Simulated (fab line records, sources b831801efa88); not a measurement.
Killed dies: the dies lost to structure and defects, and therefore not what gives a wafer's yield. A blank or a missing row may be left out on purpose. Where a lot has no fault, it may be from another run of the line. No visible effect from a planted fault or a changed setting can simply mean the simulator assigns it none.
fab line records || flow sky130 || part 2 of 2: steps 29 to 41 of 41
[record] {"lots": 5, "wafers": 15, "last-day": 49}
route steps=708 shown CONTACT@433 METAL1@434 VIA1@458
lots that met no fault: taken from a fault-free run of the same line
start-h: start of the lot's first displayed wafer, in hours after the record's first day || wait-h: hours elapsed since this lot's preceding step || " as in the row above || L1.1+2: several wafers, shown together as one row || - value missing, or start not given || * or withheld: withheld || < > ~ a bound
route shown NAME@n: names a module that has steps shown in the file, with the first one's number in the route || usual: mean/standard deviation of fault-free wafers || same: alike in all rows || chamber/n: place in a boat || sites: readings site by site || _std_site: how widely they spread, as a standard deviation || _edge_site: outer sites' mean less inner sites' || radius-mm: for every site, how far away it sits from the centre of the wafer || mask NAME#n: copy n || behind: tool/chamber where the wafer was last shaped || hold: cause of the lot's hold/its duration in hours/its outcome || device: names the non-switching transistor (n, p or np) || end of line: the route-end tests of the same wafers || a step without rows: its recipe alone || killed: dies that structure and defects cost at the first sort, which is not the same as the wafer's yield || map: the dies of a wafer, with x for killed, . for not killed, _ for no die there
set.NAME: the run value of the setting; set.NAME@STEP: its run value at that earlier step || model.NAME: the simulator's own value behind a step, which no gauge read
a table for each step, a row for each wafer; lots at some steps of the route
services: the hour from which a tool's chamber was out of use, counted from the record's first day as start-h (under 0 if before that day), plus the number of hours and why
[[steps]]
[step SKY_VIA1_BOW_MEAS_03]
[recipe] {"mode": "bow"}
[usual] {"VIA1_BOW": "81/6.7"}
{"lot.wafer": "L077.4", "tool": "film-metro-02", "chamber": "-", "start-h": 793.43, "wait-h": 0.2, "VIA1_BOW[um]": 75}
{"lot.wafer": "L077.5", "tool": "film-metro-02", "chamber": "-", "start-h": 793.43, "wait-h": 0.2, "VIA1_BOW[um]": 81}
{"lot.wafer": "L077.6", "tool": "film-metro-02", "chamber": "-", "start-h": 793.43, "wait-h": 0.2, "VIA1_BOW[um]": 81}
{"lot.wafer": "L085.1", "tool": "film-metro-02", "chamber": "-", "start-h": 847.77, "wait-h": 0.1, "VIA1_BOW[um]": 74}
{"lot.wafer": "L085.4", "tool": "film-metro-02", "chamber": "-", "start-h": 847.77, "wait-h": 0.1, "VIA1_BOW[um]": 80}
{"lot.wafer": "L085.5", "tool": "film-metro-02", "chamber": "-", "start-h": 847.77, "wait-h": 0.1, "VIA1_BOW[um]": 83}
{"lot.wafer": "L089.1", "tool": "film-metro-03", "chamber": "-", "start-h": 895.36, "wait-h": 0.1, "VIA1_BOW[um]": 80}
{"lot.wafer": "L089.4", "tool": "film-metro-03", "chamber": "-", "start-h": 895.36, "wait-h": 0.1, "VIA1_BOW[um]": 85}
{"lot.wafer": "L089.5", "tool": "film-metro-03", "chamber": "-", "start-h": 895.36, "wait-h": 0.1, "VIA1_BOW[um]": 80}
{"lot.wafer": "L087.2", "tool": "film-metro-03", "chamber": "-", "start-h": 897.13, "wait-h": 0.1, "VIA1_BOW[um]": 90}
{"lot.wafer": "L087.4", "tool": "film-metro-03", "chamber": "-", "start-h": 897.13, "wait-h": 0.1, "VIA1_BOW[um]": 87}
{"lot.wafer": "L087.5", "tool": "film-metro-03", "chamber": "-", "start-h": 897.13, "wait-h": 0.1, "VIA1_BOW[um]": 84}
{"lot.wafer": "L091.3", "tool": "film-metro-01", "chamber": "-", "start-h": 898.61, "wait-h": 0.1, "VIA1_BOW[um]": 86}
{"lot.wafer": "L091.5", "tool": "film-metro-01", "chamber": "-", "start-h": 898.61, "wait-h": 0.1, "VIA1_BOW[um]": 70}
{"lot.wafer": "L091.6", "tool": "film-metro-01", "chamber": "-", "start-h": 898.61, "wait-h": 0.1, "VIA1_BOW[um]": 82}
[step SKY_VIA1_DEHYDRATE_04]
[recipe] {"temp-c": 200, "time-s": 60}
{"lot.wafer": "L077.4+5+6", "tool": "litho-track-03", "chamber": 0, "start-h": 806.37, "wait-h": 12.9}
{"lot.wafer": "L085.1+4+5", "tool": "litho-track-01", "chamber": 0, "start-h": 860.32, "wait-h": 12.5}
{"lot.wafer": "L089.1+4+5", "tool": "litho-track-01", "chamber": 0, "start-h": 906.57, "wait-h": 11.2}
{"lot.wafer": "L087.2+4+5", "tool": "litho-track-01", "chamber": 0, "start-h": 908.29, "wait-h": 11.1}
{"lot.wafer": "L091.3+5+6", "tool": "litho-track-02", "chamber": 0, "start-h": 910.36, "wait-h": 11.7}
[step SKY_VIA1_HMDS_05]
[recipe] {"prime-time-s": 60, "prime-temp-c": 120}
{"lot.wafer": "L077.4+5+6", "tool": "litho-track-03", "chamber": 0, "start-h": 806.52, "wait-h": 0.1}
{"lot.wafer": "L085.1+4+5", "tool": "litho-track-01", "chamber": 0, "start-h": 860.47, "wait-h": 0.1}
{"lot.wafer": "L089.1+4+5", "tool": "litho-track-01", "chamber": 0, "start-h": 906.72, "wait-h": 0.1}
{"lot.wafer": "L087.2+4+5", "tool": "litho-track-01", "chamber": 0, "start-h": 908.44, "wait-h": 0.1}
{"lot.wafer": "L091.3+5+6", "tool": "litho-track-02", "chamber": 0, "start-h": 910.51, "wait-h": 0.1}
[step SKY_VIA1_COAT_06]
[recipe] {"resist": "BARC", "temp-c": "withheld", "time-s": "withheld", "spin-rpm": 3000, "resist-thk-nm": 60}
{"lot.wafer": "L077.4+5+6", "tool": "litho-track-03", "chamber": 0, "start-h": 806.67, "wait-h": 0.1}
{"lot.wafer": "L085.1+4+5", "tool": "litho-track-01", "chamber": 0, "start-h": 860.62, "wait-h": 0.1}
{"lot.wafer": "L089.1+4+5", "tool": "litho-track-01", "chamber": 0, "start-h": 906.87, "wait-h": 0.1}
{"lot.wafer": "L087.2+4+5", "tool": "litho-track-01", "chamber": 0, "start-h": 908.59, "wait-h": 0.1}
{"lot.wafer": "L091.3+5+6", "tool": "litho-track-02", "chamber": 0, "start-h": 910.66, "wait-h": 0.1}
[step SKY_VIA1_COAT_07]
[recipe] {"resist": "KrF-thick", "spin-rpm": 3000, "resist-thk-nm": 450}
{"lot.wafer": "L077.4+5+6", "tool": "litho-track-03", "chamber": 0, "start-h": "-", "wait-h": "-"}
{"lot.wafer": "L085.1+4+5", "tool": "litho-track-01", "chamber": 0, "start-h": "-", "wait-h": "-"}
{"lot.wafer": "L089.1+4+5", "tool": "litho-track-01", "chamber": 0, "start-h": "-", "wait-h": "-"}
{"lot.wafer": "L087.2+4+5", "tool": "litho-track-01", "chamber": 0, "start-h": "-", "wait-h": "-"}
{"lot.wafer": "L091.3+5+6", "tool": "litho-track-02", "chamber": 0, "start-h": "-", "wait-h": "-"}
[step SKY_VIA1_SOFTBAKE_08]
[recipe] {"temp-c": 100, "time-s": 90, "resist": "KrF-thick"}
{"lot.wafer": "L077.4+5+6", "tool": "litho-track-03", "chamber": 0, "start-h": "-", "wait-h": "-"}
{"lot.wafer": "L085.1+4+5", "tool": "litho-track-01", "chamber": 0, "start-h": "-", "wait-h": "-"}
{"lot.wafer": "L089.1+4+5", "tool": "litho-track-01", "chamber": 0, "start-h": "-", "wait-h": "-"}
{"lot.wafer": "L087.2+4+5", "tool": "litho-track-01", "chamber": 0, "start-h": "-", "wait-h": "-"}
{"lot.wafer": "L091.3+5+6", "tool": "litho-track-02", "chamber": 0, "start-h": "-", "wait-h": "-"}
[step SKY_VIA1_EXPOSE_09]
[recipe] {"mask-id": "VIM", "na": 0.8, "source-shape": "annular", "sigma-inner": 0.55, "sigma-outer": 0.85, "target-cd-nm": 150, "dose-mj": 38}
{"lot.wafer": "L077.4+5+6", "tool": "krf-scanner-02", "chamber": 0, "start-h": "-", "wait-h": "-", "mask": "VIM#0"}
{"lot.wafer": "L085.1+4+5", "tool": "krf-scanner-01", "chamber": 0, "start-h": "-", "wait-h": "-", "mask": "VIM#0"}
{"lot.wafer": "L089.1+4+5", "tool": "krf-scanner-02", "chamber": 0, "start-h": "-", "wait-h": "-", "mask": "VIM#0"}
{"lot.wafer": "L087.2+4+5", "tool": "krf-scanner-02", "chamber": 0, "start-h": "-", "wait-h": "-", "mask": "VIM#0"}
{"lot.wafer": "L091.3+5+6", "tool": "krf-scanner-01", "chamber": 0, "start-h": "-", "wait-h": "-", "mask": "VIM#0"}
[step SKY_VIA1_PEB_10]
[recipe] {"peb-temp-c": "withheld", "peb-time-s": "withheld", "resist": "KrF-thick"}
{"lot.wafer": "L077.4+5+6", "tool": "litho-track-03", "chamber": 0, "start-h": "-", "wait-h": "-"}
{"lot.wafer": "L085.1+4+5", "tool": "litho-track-02", "chamber": 0, "start-h": "-", "wait-h": "-"}
{"lot.wafer": "L089.1+4+5", "tool": "litho-track-01", "chamber": 0, "start-h": "-", "wait-h": "-"}
{"lot.wafer": "L087.2+4+5", "tool": "litho-track-03", "chamber": 0, "start-h": "-", "wait-h": "-"}
{"lot.wafer": "L091.3+5+6", "tool": "litho-track-03", "chamber": 0, "start-h": "-", "wait-h": "-"}
[step SKY_VIA1_DEVELOP_11]
[recipe] {"develop-time-s": 60, "resist": "KrF-thick", "dev-temp-c": 21}
{"lot.wafer": "L077.4+5+6", "tool": "litho-track-03", "chamber": 0, "start-h": "-", "wait-h": "-"}
{"lot.wafer": "L085.1+4+5", "tool": "litho-track-02", "chamber": 0, "start-h": "-", "wait-h": "-"}
{"lot.wafer": "L089.1+4+5", "tool": "litho-track-01", "chamber": 0, "start-h": "-", "wait-h": "-"}
{"lot.wafer": "L087.2+4+5", "tool": "litho-track-03", "chamber": 0, "start-h": "-", "wait-h": "-"}
{"lot.wafer": "L091.3+5+6", "tool": "litho-track-03", "chamber": 0, "start-h": "-", "wait-h": "-"}
[step SKY_VIA1_CD_MEAS_12]
[recipe] {"target-cd-nm": 150}
[usual] {"cd-nm": "150.2/1.7"}
{"lot.wafer": "L077.4", "tool": "cd-sem-02", "chamber": "-", "start-h": 819.50, "wait-h": "-", "cd-nm": 151.9}
{"lot.wafer": "L077.5", "tool": "cd-sem-02", "chamber": "-", "start-h": 819.50, "wait-h": "-", "cd-nm": 151.8}
{"lot.wafer": "L077.6", "tool": "cd-sem-02", "chamber": "-", "start-h": 819.50, "wait-h": "-", "cd-nm": 152.5}
{"lot.wafer": "L085.1", "tool": "cd-sem-01", "chamber": "-", "start-h": 873.61, "wait-h": "-", "cd-nm": 149.5}
{"lot.wafer": "L085.4", "tool": "cd-sem-01", "chamber": "-", "start-h": 873.61, "wait-h": "-", "cd-nm": 149.3}
{"lot.wafer": "L085.5", "tool": "cd-sem-01", "chamber": "-", "start-h": 873.61, "wait-h": "-", "cd-nm": 149.1}
{"lot.wafer": "L089.1", "tool": "cd-sem-01", "chamber": "-", "start-h": 920.62, "wait-h": "-", "cd-nm": 149.0}
{"lot.wafer": "L089.4", "tool": "cd-sem-01", "chamber": "-", "start-h": 920.62, "wait-h": "-", "cd-nm": 148.6}
{"lot.wafer": "L089.5", "tool": "cd-sem-01", "chamber": "-", "start-h": 920.62, "wait-h": "-", "cd-nm": 148.5}
{"lot.wafer": "L087.2", "tool": "cd-sem-01", "chamber": "-", "start-h": 922.57, "wait-h": "-", "cd-nm": 150.5}
{"lot.wafer": "L087.4", "tool": "cd-sem-01", "chamber": "-", "start-h": 922.57, "wait-h": "-", "cd-nm": 151.0}
{"lot.wafer": "L087.5", "tool": "cd-sem-01", "chamber": "-", "start-h": 922.57, "wait-h": "-", "cd-nm": 149.9}
{"lot.wafer": "L091.3", "tool": "cd-sem-01", "chamber": "-", "start-h": 923.63, "wait-h": "-", "cd-nm": 150.9}
{"lot.wafer": "L091.5", "tool": "cd-sem-01", "chamber": "-", "start-h": 923.63, "wait-h": "-", "cd-nm": 149.7}
{"lot.wafer": "L091.6", "tool": "cd-sem-01", "chamber": "-", "start-h": 923.63, "wait-h": "-", "cd-nm": 150.5}
[step SKY_VIA1_OVL_MEAS_13]
[usual] {"VIA1_OVL": "-3/5.9"}
{"lot.wafer": "L077.4", "tool": "overlay-01", "chamber": "-", "start-h": 819.58, "wait-h": 0.1, "VIA1_OVL[nm]": 3}
{"lot.wafer": "L077.5", "tool": "overlay-01", "chamber": "-", "start-h": 819.58, "wait-h": 0.1, "VIA1_OVL[nm]": -9}
{"lot.wafer": "L077.6", "tool": "overlay-01", "chamber": "-", "start-h": 819.58, "wait-h": 0.1, "VIA1_OVL[nm]": -1}
{"lot.wafer": "L085.1", "tool": "overlay-01", "chamber": "-", "start-h": 873.73, "wait-h": 0.1, "VIA1_OVL[nm]": -8}
{"lot.wafer": "L085.4", "tool": "overlay-01", "chamber": "-", "start-h": 873.73, "wait-h": 0.1, "VIA1_OVL[nm]": 7}
{"lot.wafer": "L085.5", "tool": "overlay-01", "chamber": "-", "start-h": 873.73, "wait-h": 0.1, "VIA1_OVL[nm]": -1}
{"lot.wafer": "L089.1", "tool": "overlay-01", "chamber": "-", "start-h": 920.74, "wait-h": 0.1, "VIA1_OVL[nm]": -4}
{"lot.wafer": "L089.4", "tool": "overlay-01", "chamber": "-", "start-h": 920.74, "wait-h": 0.1, "VIA1_OVL[nm]": -6}
{"lot.wafer": "L089.5", "tool": "overlay-01", "chamber": "-", "start-h": 920.74, "wait-h": 0.1, "VIA1_OVL[nm]": -4}
{"lot.wafer": "L087.2", "tool": "overlay-01", "chamber": "-", "start-h": 922.67, "wait-h": 0.1, "VIA1_OVL[nm]": 9}
{"lot.wafer": "L087.4", "tool": "overlay-01", "chamber": "-", "start-h": 922.67, "wait-h": 0.1, "VIA1_OVL[nm]": 5}
{"lot.wafer": "L087.5", "tool": "overlay-01", "chamber": "-", "start-h": 922.67, "wait-h": 0.1, "VIA1_OVL[nm]": -3}
{"lot.wafer": "L091.3", "tool": "overlay-01", "chamber": "-", "start-h": 923.73, "wait-h": 0.1, "VIA1_OVL[nm]": -6}
{"lot.wafer": "L091.5", "tool": "overlay-01", "chamber": "-", "start-h": 923.73, "wait-h": 0.1, "VIA1_OVL[nm]": 0}
{"lot.wafer": "L091.6", "tool": "overlay-01", "chamber": "-", "start-h": 923.73, "wait-h": 0.1, "VIA1_OVL[nm]": -13}
[step SKY_VIA1_ETCH_14]
[recipe] {"chemistry": "N2/H2", "target": "BARC", "ion-energy-ev": 200, "source-w": 500, "bias-w": 100, "pressure-mtorr": 30, "n2-flow-sccm": 100, "h2-flow-sccm": 200, "stop-on": "SiO2", "time-s": 45.9, "target-depth-a": 600}
[usual] {"drypump-motor-current-A": "5.7/0.46", "oes-product-au": "0.854/0.0047", "throttle-valve-pct": "13.225/0.0092"}
{"lot.wafer": "L077.4", "tool": "rie-diel-03", "chamber": 1, "start-h": 819.62, "wait-h": 0.0, "drypump-motor-current-A": 6.1, "oes-product-au": 0.852, "rf-hours-counter-h": "-", "throttle-valve-pct": 13.211}
{"lot.wafer": "L077.5", "tool": "rie-diel-03", "chamber": 2, "start-h": 819.62, "wait-h": 0.0, "drypump-motor-current-A": 6.2, "oes-product-au": 0.863, "rf-hours-counter-h": "-", "throttle-valve-pct": 13.238}
{"lot.wafer": "L077.6", "tool": "rie-diel-03", "chamber": 3, "start-h": 819.62, "wait-h": 0.0, "drypump-motor-current-A": 6.1, "oes-product-au": 0.859, "rf-hours-counter-h": "-", "throttle-valve-pct": 13.238}
{"lot.wafer": "L085.1", "tool": "rie-diel-01", "chamber": 3, "start-h": 873.77, "wait-h": 0.0, "drypump-motor-current-A": 4.9, "oes-product-au": 0.847, "rf-hours-counter-h": 11, "throttle-valve-pct": 13.206}
{"lot.wafer": "L085.4", "tool": "rie-diel-01", "chamber": 1, "start-h": 873.77, "wait-h": 0.0, "drypump-motor-current-A": 5.3, "oes-product-au": 0.866, "rf-hours-counter-h": 12, "throttle-valve-pct": 13.225}
{"lot.wafer": "L085.5", "tool": "rie-diel-01", "chamber": 3, "start-h": 873.77, "wait-h": 0.0, "drypump-motor-current-A": 5.0, "oes-product-au": 0.852, "rf-hours-counter-h": "-", "throttle-valve-pct": 13.232}
{"lot.wafer": "L089.1", "tool": "rie-diel-01", "chamber": 2, "start-h": 920.77, "wait-h": 0.0, "drypump-motor-current-A": 6.2, "oes-product-au": 0.857, "rf-hours-counter-h": 19, "throttle-valve-pct": 13.243}
{"lot.wafer": "L089.4", "tool": "rie-diel-01", "chamber": 0, "start-h": 920.77, "wait-h": 0.0, "drypump-motor-current-A": 5.4, "oes-product-au": 0.846, "rf-hours-counter-h": 12, "throttle-valve-pct": 13.229}
{"lot.wafer": "L089.5", "tool": "rie-diel-01", "chamber": 3, "start-h": 920.77, "wait-h": 0.0, "drypump-motor-current-A": 5.0, "oes-product-au": 0.853, "rf-hours-counter-h": "-", "throttle-valve-pct": 13.227}
{"lot.wafer": "L087.2", "tool": "rie-diel-01", "chamber": 1, "start-h": 922.70, "wait-h": 0.0, "drypump-motor-current-A": 5.3, "oes-product-au": 0.848, "rf-hours-counter-h": 14, "throttle-valve-pct": 13.221}
{"lot.wafer": "L087.4", "tool": "rie-diel-01", "chamber": 0, "start-h": 922.70, "wait-h": 0.0, "drypump-motor-current-A": 5.5, "oes-product-au": 0.848, "rf-hours-counter-h": 12, "throttle-valve-pct": 13.216}
{"lot.wafer": "L087.5", "tool": "rie-diel-01", "chamber": 2, "start-h": 922.70, "wait-h": 0.0, "drypump-motor-current-A": 6.2, "oes-product-au": 0.855, "rf-hours-counter-h": "-", "throttle-valve-pct": 13.234}
{"lot.wafer": "L091.3", "tool": "rie-diel-03", "chamber": 3, "start-h": 923.75, "wait-h": 0.0, "drypump-motor-current-A": 6.1, "oes-product-au": 0.852, "rf-hours-counter-h": 4, "throttle-valve-pct": 13.223}
{"lot.wafer": "L091.5", "tool": "rie-diel-03", "chamber": 0, "start-h": 923.75, "wait-h": 0.0, "drypump-motor-current-A": 5.1, "oes-product-au": 0.852, "rf-hours-counter-h": "-", "throttle-valve-pct": 13.214}
{"lot.wafer": "L091.6", "tool": "rie-diel-03", "chamber": 3, "start-h": 923.75, "wait-h": 0.0, "drypump-motor-current-A": 6.1, "oes-product-au": 0.849, "rf-hours-counter-h": "-", "throttle-valve-pct": 13.199}
[step SKY_VIA1_ETCH_15]
[recipe] {"target": "SiO2", "chemistry": "C4F8/O2/Ar", "target-depth-nm": 351, "stop-on": "TiN", "mask-material": "KrF-thick", "source-w": 1500, "bias-w": 1200, "pressure-mtorr": 40, "c4f8-flow-sccm": "withheld", "O2_flow_sccm": 6, "Ar_flow_sccm": 300, "time-s": 54}
[usual] {"oes-product-au": "0.982/0.0078"}
{"lot.wafer": "L077.4", "tool": "rie-diel-03", "chamber": 1, "start-h": 819.67, "wait-h": 0.0, "oes-product-au": 0.988, "rf-hours-counter-h": "-"}
{"lot.wafer": "L077.5", "tool": "rie-diel-03", "chamber": 2, "start-h": 819.67, "wait-h": 0.0, "oes-product-au": 0.982, "rf-hours-counter-h": "-"}
{"lot.wafer": "L077.6", "tool": "rie-diel-03", "chamber": 3, "start-h": 819.67, "wait-h": 0.0, "oes-product-au": 0.976, "rf-hours-counter-h": "-"}
{"lot.wafer": "L085.1", "tool": "rie-diel-01", "chamber": 3, "start-h": 873.81, "wait-h": 0.0, "oes-product-au": 0.981, "rf-hours-counter-h": 11}
{"lot.wafer": "L085.4", "tool": "rie-diel-01", "chamber": 1, "start-h": 873.81, "wait-h": 0.0, "oes-product-au": 0.978, "rf-hours-counter-h": 12}
{"lot.wafer": "L085.5", "tool": "rie-diel-01", "chamber": 3, "start-h": 873.81, "wait-h": 0.0, "oes-product-au": 0.988, "rf-hours-counter-h": "-"}
{"lot.wafer": "L089.1", "tool": "rie-diel-01", "chamber": 2, "start-h": 920.81, "wait-h": 0.0, "oes-product-au": 0.995, "rf-hours-counter-h": 19}
{"lot.wafer": "L089.4", "tool": "rie-diel-01", "chamber": 0, "start-h": 920.81, "wait-h": 0.0, "oes-product-au": 0.961, "rf-hours-counter-h": 12}
{"lot.wafer": "L089.5", "tool": "rie-diel-01", "chamber": 3, "start-h": 920.81, "wait-h": 0.0, "oes-product-au": 0.981, "rf-hours-counter-h": "-"}
{"lot.wafer": "L087.2", "tool": "rie-diel-01", "chamber": 1, "start-h": 922.74, "wait-h": 0.0, "oes-product-au": 0.991, "rf-hours-counter-h": 14}
{"lot.wafer": "L087.4", "tool": "rie-diel-01", "chamber": 0, "start-h": 922.74, "wait-h": 0.0, "oes-product-au": 0.969, "rf-hours-counter-h": 12}
{"lot.wafer": "L087.5", "tool": "rie-diel-01", "chamber": 2, "start-h": 922.74, "wait-h": 0.0, "oes-product-au": 0.979, "rf-hours-counter-h": "-"}
{"lot.wafer": "L091.3", "tool": "rie-diel-03", "chamber": 3, "start-h": 923.79, "wait-h": 0.0, "oes-product-au": 0.982, "rf-hours-counter-h": 4}
{"lot.wafer": "L091.5", "tool": "rie-diel-03", "chamber": 0, "start-h": 923.79, "wait-h": 0.0, "oes-product-au": 0.983, "rf-hours-counter-h": "-"}
{"lot.wafer": "L091.6", "tool": "rie-diel-03", "chamber": 3, "start-h": 923.79, "wait-h": 0.0, "oes-product-au": 0.996, "rf-hours-counter-h": "-"}
[[services]]
{"tool": "wet-bench-04", "chamber": "-", "start-h": 741.92, "hours": 47.4, "kind": "repair"}
{"tool": "cmp-01", "chamber": "-", "start-h": 744.05, "hours": 4.0, "kind": "pm"}
{"tool": "krf-scanner-01", "chamber": "-", "start-h": 746.09, "hours": 1.0, "kind": "pm"}
{"tool": "krf-scanner-02", "chamber": "-", "start-h": 753.38, "hours": 1.3, "kind": "pm"}
{"tool": "cmp-01", "chamber": "-", "start-h": 763.56, "hours": 0.2, "kind": "repair"}
{"tool": "krf-scanner-01", "chamber": "-", "start-h": 772.11, "hours": 1.3, "kind": "pm"}
{"tool": "wet-bench-04", "chamber": "-", "start-h": 789.28, "hours": 1.9, "kind": "pm"}
{"tool": "krf-scanner-02", "chamber": "-", "start-h": 797.18, "hours": 0.8, "kind": "pm"}
{"tool": "krf-scanner-01", "chamber": "-", "start-h": 802.36, "hours": 36.0, "kind": "pm"}
{"tool": "rie-diel-01", "chamber": 0, "start-h": 803.69, "hours": 9.1, "kind": "repair"}
{"tool": "cmp-01", "chamber": "-", "start-h": 810.89, "hours": 15.8, "kind": "pm"}
{"tool": "pvd-sputter-03", "chamber": "-", "start-h": 818.83, "hours": 13.6, "kind": "repair"}
{"tool": "rie-diel-01", "chamber": "-", "start-h": 824.05, "hours": 2.8, "kind": "pm"}
{"tool": "cmp-01", "chamber": "-", "start-h": 831.15, "hours": 2.3, "kind": "repair"}
{"tool": "krf-scanner-02", "chamber": "-", "start-h": 838.36, "hours": 1.0, "kind": "pm"}
{"tool": "krf-scanner-01", "chamber": "-", "start-h": 839.45, "hours": 0.8, "kind": "pm"}
{"tool": "krf-scanner-02", "chamber": "-", "start-h": 840.86, "hours": 4.0, "kind": "pm"}
{"tool": "pvd-sputter-03", "chamber": "-", "start-h": 843.01, "hours": 26.9, "kind": "repair"}
{"tool": "krf-scanner-01", "chamber": "-", "start-h": 855.86, "hours": 0.8, "kind": "pm"}
{"tool": "cmp-01", "chamber": "-", "start-h": 856.68, "hours": 1.1, "kind": "repair"}
{"tool": "pvd-sputter-03", "chamber": "-", "start-h": 857.44, "hours": 0.9, "kind": "repair"}
{"tool": "krf-scanner-02", "chamber": "-", "start-h": 860.67, "hours": 13.0, "kind": "repair"}
{"tool": "pvd-sputter-02", "chamber": "-", "start-h": 866.69, "hours": 0.6, "kind": "repair"}
{"tool": "pvd-sputter-04", "chamber": "-", "start-h": 910.02, "hours": 4.1, "kind": "repair"}
